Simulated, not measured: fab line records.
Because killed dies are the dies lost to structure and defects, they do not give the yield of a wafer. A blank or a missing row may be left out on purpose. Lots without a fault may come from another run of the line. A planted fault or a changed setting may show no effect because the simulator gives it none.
A struck lot beside a sound one / flow sfqLine / 41 out of 325 route steps
Sound: these wafers, L124.1, L124.2, L124.4. Wafers struck: L119.1, L119.2, L119.6. The cause is given at the end.
Per side, at each step with rows, come the tool, then ch with its chambers, and then its first start. Under that, the readings that differ: sound wafers / struck wafers / difference of the means / sigmas: that difference in standard deviations of wafers without a fault.
alike: readings with means less than 2 such deviations apart, plus words and numbers identical on both sides. not compared: withheld readings, readings lacking a value on some wafer, bounds such as >300 that could conceal the same value, and numbers that have no deviation in the record and whose values overlap.
A row with sigmas, a row that says differs or no value, or rows on one side alone: a step with any of these is where the two part. Numbers that have no deviation but don't overlap get no sigmas and don't part them. Lack of a reading on every wafer of one side parts them only where that side has two or more wafers.

SFQ_I3_OVL_MEAS_923:
  sound on overlay-01, day 57 06:00; struck on overlay-01, day 55 22:50
  alike: I3_OVL
then, 1 step without rows for these wafers: SFQ_TRILAYER_I3_VIA_BARC_OPEN_VIA_ETCH_121 (etches BARC in O2, target depth 125 nm, time 41.7 s).
SFQ_TRILAYER_I3_VIA_ETCH_VIA_ETCH_088: etches SiO2 in CHF3, stops on Nb, target depth 260 nm.
  sound on rieDiel-03 ch 0,1,3, day 57 06:04; struck on rieDiel-03 ch 0,1, day 55 22:55
  alike: drypumpMotorCurrentA, oesProductAu
then, 4 steps without rows for these wafers: SFQ_TRILAYER_I3_VIA_STRIP_STRIP_089 (strips in O2); SFQ_TRILAYER_I3_VIA_STRIP_SOLV_CLEAN_090 (cleans in NMP, time 600 s); SFQ_TRILAYER_M4_DEP_PRE_CLEAN_092 (time 22.5 s); SFQ_TRILAYER_M4_DEP_SPUTTER_091 (material Nb, target thk 200 nm, time 133.3 s).
SFQ_M4_RS_MEAS_924: a four-point-probe measurement.
  sound on filmMetro-02, day 57 07:06; struck on filmMetro-03, day 55 23:56
  alike: M4_NB_RS
then, 3 steps without rows for these wafers: SFQ_TRILAYER_M4_LITHO_COAT_098 (resist thk 62 nm); SFQ_TRILAYER_M4_LITHO_COAT_093 (resist thk 600 nm); SFQ_TRILAYER_M4_LITHO_SOFTBAKE_097.
-- the record jumps here: 4 days lie between the struck wafers' starts before and after --
SFQ_TRILAYER_M4_LITHO_EXPOSE_094: exposes mask M4, target cd 500 nm.
  sound on krfScanner-02 ch 0, day 62 04:34; struck on krfScanner-01 ch 0, day 60 09:07
  alike: mask, reticleTempC
then, 2 steps without rows for these wafers: SFQ_TRILAYER_M4_LITHO_PEB_096 (peb time 60 s); SFQ_TRILAYER_M4_LITHO_DEVELOP_095 (time 60 s).
SFQ_M4_OVL_MEAS_926:
  sound on overlay-02, day 62 06:04; struck on overlay-01, day 60 10:37
  alike: M4_OVL
SFQ_TRILAYER_M4_BARC_OPEN_METAL_ETCH_123: etches BARC in O2, target depth 125 nm, time 41.7 s.
  sound on rieMetal-04 ch 0,1, day 62 06:06; struck on rieMetal-03 ch 0,1, day 60 10:39
reading=model.M4.cdNm (nm); sound=497.4 498.1 496; struck=476.7 475.7 490; difference=-16.4; sigmas=
  alike: drypumpMotorCurrentA, oesProductAu
  not compared: rfHoursCounterH
SFQ_TRILAYER_M4_ETCH_METAL_ETCH_096: etches Nb in Cl2/Ar, stops on SiO2, target depth 240 nm, time 120 s.
  sound on rieMetal-04 ch 0,1, day 62 06:10; struck on rieMetal-03 ch 0,1, day 60 10:43
reading=model.M4.cdNm (nm); sound=497.4 497.5 494.6; struck=478.2 477.3 491.2; difference=-14.3; sigmas=
  alike: drypumpMotorCurrentA, oesProductAu
  not compared: rfHoursCounterH
then, 4 steps without rows for these wafers: SFQ_TRILAYER_M4_STRIP_STRIP_097 (strips in O2); SFQ_TRILAYER_M4_STRIP_SOLV_CLEAN_098 (cleans in NMP, time 600 s); SFQ_TRILAYER_I4_DEP_PECVD_099 (deposits SiO2 from SiH4/N2O, time 111.11 s, target thk 500 nm); SFQ_TRILAYER_I4_CMP_CMP_100 (polishes SiO2).
SFQ_I4_BOW_MEAS_927:
  sound on filmMetro-03, day 62 13:45; struck on filmMetro-03, day 60 14:41
  alike: I4_BOW
then, 7 steps without rows for these wafers: SFQ_TRILAYER_I4_METRO_MEASURE_101; SFQ_TRILAYER_I4_VIA_LITHO_COAT_108 (resist thk 62 nm); SFQ_TRILAYER_I4_VIA_LITHO_COAT_103 (resist thk 650 nm); SFQ_TRILAYER_I4_VIA_LITHO_SOFTBAKE_107; SFQ_TRILAYER_I4_VIA_LITHO_EXPOSE_104 (exposes mask I4, target cd 700 nm); SFQ_TRILAYER_I4_VIA_LITHO_PEB_106 (peb time 60 s); SFQ_TRILAYER_I4_VIA_LITHO_DEVELOP_105 (time 60 s).
-- the record jumps here: 5 days lie between the struck wafers' starts before and after --
SFQ_I4_OVL_MEAS_928:
  sound on overlay-02, day 67 15:31; struck on overlay-01, day 65 20:10
  alike: I4_OVL
SFQ_TRILAYER_I4_VIA_BARC_OPEN_VIA_ETCH_146: etches BARC in O2, target depth 125 nm, time 41.7 s.
  sound on rieDiel-04 ch 0,1,2, day 67 15:33; struck on rieDiel-01 ch 0,3, day 65 20:12
  alike: drypumpMotorCurrentA, oesProductAu
  not compared: rfHoursCounterH
SFQ_TRILAYER_I4_VIA_ETCH_VIA_ETCH_106: etches SiO2 in CHF3, stops on Nb, target depth 260 nm.
  sound on rieDiel-04 ch 0,1,2, day 67 15:35; struck on rieDiel-01 ch 0,3, day 65 20:14
  alike: drypumpMotorCurrentA, oesProductAu
SFQ_TRILAYER_I4_VIA_STRIP_STRIP_107: strips in O2.
  sound on rieMetal-02 ch 0,1, day 67 15:42; struck on rieMetal-03 ch 0,1, day 65 20:21
  alike: drypumpMotorCurrentA, oesProductAu
  not compared: rfHoursCounterH
then, 2 steps without rows for these wafers: SFQ_TRILAYER_I4_VIA_STRIP_SOLV_CLEAN_108 (cleans in NMP, time 600 s); SFQ_TRILAYER_JJ_TRILAYER_DEP_PRE_CLEAN_113 (time 22.5 s).
SFQ_TRILAYER_JJ_TRILAYER_DEP_SPUTTER_109: material Nb, target thk 150 nm, time 100 s.
  sound on pvdSputter-06, day 67 16:31; struck on pvdSputter-06, day 65 21:09
  alike: chamberPressurePa, throttleValvePct
then, 3 steps without rows for these wafers: SFQ_TRILAYER_JJ_TRILAYER_DEP_SPUTTER_110 (material Al, target thk 8 nm, time 10 s); SFQ_TRILAYER_JJ_TRILAYER_DEP_AL_OXIDATION_111 (oxidation time 600 s); SFQ_TRILAYER_JJ_TRILAYER_DEP_SPUTTER_112 (material Nb, target thk 170 nm, time 113.3 s).
SFQ_JJ_RS_MEAS_929: a four-point-probe measurement.
  sound on filmMetro-01, day 67 17:42; struck on filmMetro-02, day 65 22:20
  alike: JJ_NB_RS
-- the record jumps here: 22 days lie between the struck wafers' starts before and after (it left off in module JJ and takes up again in module M8, whose first step shown is number 325 of the route) --
SFQ_M8_BOW_MEAS_951:
  sound on filmMetro-01, day 92 12:08; struck on filmMetro-01, day 88 02:32
reading=model.etest.m4.ohmUm; sound=1.789 1.798 1.8; struck=1.882 1.899 1.849; difference=+0.081; sigmas=
  alike: M8_BOW

WHERE THEY PART
Nowhere in this record.

WHY: what had been put in by the simulator
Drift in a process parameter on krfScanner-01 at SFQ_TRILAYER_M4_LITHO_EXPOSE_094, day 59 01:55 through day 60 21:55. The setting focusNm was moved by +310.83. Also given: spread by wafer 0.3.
